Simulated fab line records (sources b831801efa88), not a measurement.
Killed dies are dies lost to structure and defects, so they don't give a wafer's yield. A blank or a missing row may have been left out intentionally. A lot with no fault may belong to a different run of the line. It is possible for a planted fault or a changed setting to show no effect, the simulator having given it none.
Which tool was responsible?	flow sfqLine	6 lots with 18 wafers sampled at 2 steps, on a route of 325 steps

WHAT THE GAUGES SHOWED, per wafer
SFQ_M2_RS_MEAS_914: uses a four-point probe to measure.
lot	measured	on	M2_NB_RS (ohm/sq)
L415	day 25 01:19	filmMetro-03	0.885 0.885 0.884
L418	day 25 05:31	filmMetro-02	0.904 0.883 0.896
L423	day 25 15:04	filmMetro-03	0.883 0.885 0.880
L426	day 26 00:40	filmMetro-03	0.884 0.891 0.896
L433	day 27 01:33	filmMetro-04	0.883 0.884 0.877
L436	day 40 04:51	filmMetro-03	0.885 0.901 0.895

TOOL THAT RAN EACH LOT (tool first, then ch and the chambers of the sampled wafers, then the start)
lot	SFQ_TRILAYER_L0_VIA_STRIP_STRIP_017
L415	rieMetal-02 ch 0,1, day 6 21:24
L418	rieMetal-04 ch 0,1, day 7 03:24
L423	rieMetal-02 ch 1, day 7 15:10
L426	rieMetal-02 ch 1, day 7 21:10
L433	rieMetal-01 ch 0,1, day 13 22:38
L436	rieMetal-01 ch 0,1, day 15 13:38
- SFQ_TRILAYER_L0_VIA_STRIP_STRIP_017: strips in O2.

THE ANSWER, worked out from the rows above alone
Rule: the usual values come from the lots themselves. Put in order of their means at a reading, lots are off if they are a third of the lots or fewer, leave a main group of 4 or more, and stand apart from it by a gap of 3 or more times the standard deviation of the main group's means; of several such gaps the widest counts. A main group is skipped when, at the precision printed for the reading in the tables above, its means are all equal. A lot without any number at a reading at which 4 lots or more have one is off too. Any other lot the step has rows for is counted as sound.
No lot is off on any of the readings shown, so nothing can be concluded from this.

WHAT WAS PUT IN BY THE SIMULATOR
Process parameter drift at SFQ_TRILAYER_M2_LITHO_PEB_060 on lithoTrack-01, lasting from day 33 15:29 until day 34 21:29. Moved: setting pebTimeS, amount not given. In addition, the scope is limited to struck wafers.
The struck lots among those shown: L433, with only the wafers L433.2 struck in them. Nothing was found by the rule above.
